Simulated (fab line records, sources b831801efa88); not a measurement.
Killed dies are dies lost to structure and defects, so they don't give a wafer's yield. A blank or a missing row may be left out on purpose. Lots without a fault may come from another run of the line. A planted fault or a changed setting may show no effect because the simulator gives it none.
Which tool did it? | flow gf180mcu | 13 lots, 39 wafers sampled, at 6 steps of a route of 602

WHAT THE GAUGES READ, wafer by wafer
GF_POLY_GATE_CD_MEAS_10: target cd 280 nm. Usual: cd_nm 280.2 nm, standard deviation 1.1.
lot  | measured     | on        | cd_nm (nm)        | flag
L805 | day 9 03:49  | cd_sem-01 | 281.2 281.8 281.9 |
L809 | day 10 17:56 | cd_sem-02 | 279.3 280.2 279.1 |
L810 | day 10 18:43 | cd_sem-02 | 280.4 280.3 279.8 |
L812 | day 11 10:40 | cd_sem-01 | 280.5 281.2 280.3 |
L813 | day 11 18:23 | cd_sem-02 | 278.5 278.7 279.6 |
L814 | day 12 02:50 | cd_sem-02 | 279.9 279.4 279.8 |
L815 | day 12 05:16 | cd_sem-02 | 278.9 279.2 279.1 |
L816 | day 12 09:29 | cd_sem-01 | 279.2 279.2 280.0 |
L817 | day 12 21:29 | cd_sem-01 | 281.0 280.8 281.0 |
L825 | day 15 05:17 | cd_sem-02 | 280.0 280.3 279.6 |
L826 | day 15 15:02 | cd_sem-01 | 279.1 279.1 280.3 |
L827 | day 15 17:34 | cd_sem-01 | 278.9 278.4 278.7 |
L828 | day 16 06:19 | cd_sem-02 | 279.1 281.4 280.6 |

GF_POLY_GATE_OVL_MEAS_11. Usual: POLY_GATE_OVL 1 nm, standard deviation 5.6.
lot  | measured     | on         | POLY_GATE_OVL (nm) | flag
L805 | day 9 03:56  | overlay-01 | 1 9 -6             |
L809 | day 10 18:02 | overlay-02 | 6 -4 -3            |
L810 | day 10 18:50 | overlay-02 | -8 0 -5            |
L812 | day 11 10:47 | overlay-02 | 4 0 11             |
L813 | day 11 18:30 | overlay-01 | -2 -1 -3           |
L814 | day 12 02:55 | overlay-01 | -3 -8 -9           |
L815 | day 12 05:23 | overlay-02 | -5 -5 -5           |
L816 | day 12 09:35 | overlay-02 | 12 7 1             |
L817 | day 12 21:35 | overlay-02 | 1 -6 -6            |
L825 | day 15 05:23 | overlay-02 | -3 10 -3           |
L826 | day 15 15:08 | overlay-01 | 1 -1 -1            |
L827 | day 15 17:41 | overlay-01 | -2 -1 6            |
L828 | day 16 06:26 | overlay-02 | -2 12 6            |

GF_POLY_GATE_CD_MEAS_18. Usual: cd_nm 280.6 nm, standard deviation 1.9.
lot  | measured     | on        | cd_nm (nm)        | flag
L805 | day 9 07:23  | cd_sem-02 | 282.8 281.6 281.2 |
L809 | day 10 19:40 | cd_sem-02 | 280.0 281.8 280.4 |
L810 | day 10 20:53 | cd_sem-02 | 283.0 280.6 279.1 |
L812 | day 11 13:27 | cd_sem-02 | 280.1 279.6 281.4 |
L813 | day 11 20:06 | cd_sem-01 | 280.4 276.1 280.7 |
L814 | day 12 04:34 | cd_sem-01 | 280.3 280.5 280.3 |
L815 | day 12 07:00 | cd_sem-01 | 281.5 280.0 279.8 |
L816 | day 12 11:13 | cd_sem-01 | 278.0 280.7 281.6 |
L817 | day 12 23:13 | cd_sem-02 | 283.1 279.6 281.7 |
L825 | day 15 07:01 | cd_sem-01 | 281.3 282.1 280.8 |
L826 | day 15 17:10 | cd_sem-01 | 279.7 277.8 279.5 |
L827 | day 15 19:17 | cd_sem-02 | 280.8 277.1 278.6 |
L828 | day 16 08:21 | cd_sem-02 | 277.6 279.9 280.6 |

GF_HV_LDD_TW_MEAS_11. Usual: HV_LDD_TW 2430, standard deviation 18.
lot  | measured     | on            | HV_LDD_TW                     | flag
L805 | day 10 00:54 | film_metro-03 | 2432 2447 2438                |
L809 | day 11 14:50 | film_metro-01 | 2446 2451 2438                |
L810 | day 11 15:25 | film_metro-02 | 2406 2416 2411                |
L812 | day 12 08:14 | film_metro-03 | 2432 2438 2428                |
L813 | day 12 15:43 | film_metro-01 | 2468 2448 2474                |
L814 | day 12 23:55 | film_metro-02 | 2409 2411 2395                |
L815 | day 13 03:21 | film_metro-01 | 2206 2219 2207 2218 2217 2199 | OFF
L816 | day 13 07:10 | film_metro-03 | 2215 2225 2224 2229 2206 2231 | OFF
L817 | day 13 19:37 | film_metro-01 | 2442 2432 2441                |
L825 | day 16 04:27 | film_metro-02 | 2407 2402 2393                |
L826 | day 16 15:40 | film_metro-03 | 2421 2434 2413                |
L827 | day 16 18:16 | film_metro-03 | 2437 2446 2436                |
L828 | day 17 07:06 | film_metro-02 | 2415 2415 2412                |

GF_HV_LDD_RS_MEAS_53: measures by four-point-probe. Usual: HV_LDD_RS 418.3 ohm/sq, standard deviation 0.9.
lot  | measured     | on            | HV_LDD_RS (ohm/sq)                  | flag
L805 | day 12 11:38 | film_metro-03 | 418.8 418.5 419.5                   |
L809 | day 14 02:19 | film_metro-02 | 417.2 417.0 416.5                   |
L810 | day 14 05:25 | film_metro-01 | 420.2 418.9 418.3                   |
L812 | day 14 22:47 | film_metro-03 | 417.9 416.2 415.5                   |
L813 | day 15 07:44 | film_metro-02 | 418.2 418.7 418.8                   |
L814 | day 15 16:14 | film_metro-02 | 418.3 418.4 418.1                   |
L815 | day 15 18:48 | film_metro-02 | 395.6 396.0 395.8 395.5 395.5 396.5 | OFF
L816 | day 15 23:26 | film_metro-02 | 394.7 395.1 395.2 394.9 395.2 394.5 | OFF
L817 | day 16 13:25 | film_metro-01 | 419.4 420.9 418.3                   |
L825 | day 19 02:35 | film_metro-03 | 417.7 419.2 418.7                   |
L826 | day 19 14:20 | film_metro-02 | 417.9 417.3 417.4                   |
L827 | day 19 18:13 | film_metro-01 | 417.8 419.0 418.9                   |
L828 | day 20 08:07 | film_metro-03 | 417.9 419.6 418.7                   |

WHICH TOOL RAN EACH LOT (tool, then ch and the chambers of the sampled wafers, then the start)
lot  | GF_HV_LDD_IMPLANT_09
L805 | implanter-04 ch 0, day 10 00:39
L809 | implanter-04 ch 0, day 11 14:36
L810 | implanter-03 ch 0, day 11 15:10
L812 | implanter-03 ch 0, day 12 07:59
L813 | implanter-03 ch 0, day 12 15:28
L814 | implanter-01 ch 0, day 12 23:43
L815 | implanter-03 ch 0, day 13 03:06
L816 | implanter-03 ch 0, day 13 06:56
L817 | implanter-01 ch 0, day 13 19:23
L825 | implanter-01 ch 0, day 16 04:13
L826 | implanter-03 ch 0, day 16 15:25
L827 | implanter-03 ch 0, day 16 18:01
L828 | implanter-03 ch 0, day 17 06:51
- GF_HV_LDD_IMPLANT_09

WHAT THE TOOLS THEMSELVES READ (means of the sampled wafers that have a number; where no wafer has one, the mark that the record gives instead)
GF_HV_LDD_IMPLANT_09. Usual: dose_ions_cm2 1e+14, standard deviation 1.1e+11; tilt_deg 6.999 degrees, standard deviation 0.023.
lot  | tool         | dose_ions_cm2 | tilt_deg (degrees) | flag
L805 | implanter-04 | 1e+14         | 6.988              |
L809 | implanter-04 | 1e+14         | 6.963              |
L810 | implanter-03 | 1e+14         | 7.000              |
L812 | implanter-03 | 1e+14         | 7.004              |
L813 | implanter-03 | 1e+14         | 7.002              |
L814 | implanter-01 | 1e+14         | 7.002              |
L815 | implanter-03 | 1e+14         | 0.034              | OFF
L816 | implanter-03 | 1e+14         | -0.023             | OFF
L817 | implanter-01 | 1e+14         | 7.004              |
L825 | implanter-01 | 1e+14         | 6.978              |
L826 | implanter-03 | 1e+14         | 7.008              |
L827 | implanter-03 | 1e+14         | 6.972              |
L828 | implanter-03 | 1e+14         | 7.002              |

THE ANSWER, worked out from the rows above alone
Rule: a lot is off if the mean of its wafers that have a number lies more than 3 standard deviations from the usual mean. A lot without any number at a reading at which 4 lots or more have one is off too. The other lots that the step has rows for count as sound. The gauges are gone through in route order, then the tools' own readings, and for those a lot's mean is taken as printed above. The first step at which some lot is off is used, and at that step the reading that is off furthest; a lot without a number counts as furthest.
Off: L815, L816, at GF_HV_LDD_TW_MEAS_11 (HV_LDD_TW).
A tool fits if, at a process step before that reading, it ran every lot that is off, and no sound lot after the first of them. The gauges at GF_HV_LDD_TW_MEAS_11 aren't tried: what is off there is off at GF_HV_LDD_RS_MEAS_53 too, on other tools, and a gauge's error can't cause that. None of those tried fits.

WHAT THE SIMULATOR HAD PUT IN
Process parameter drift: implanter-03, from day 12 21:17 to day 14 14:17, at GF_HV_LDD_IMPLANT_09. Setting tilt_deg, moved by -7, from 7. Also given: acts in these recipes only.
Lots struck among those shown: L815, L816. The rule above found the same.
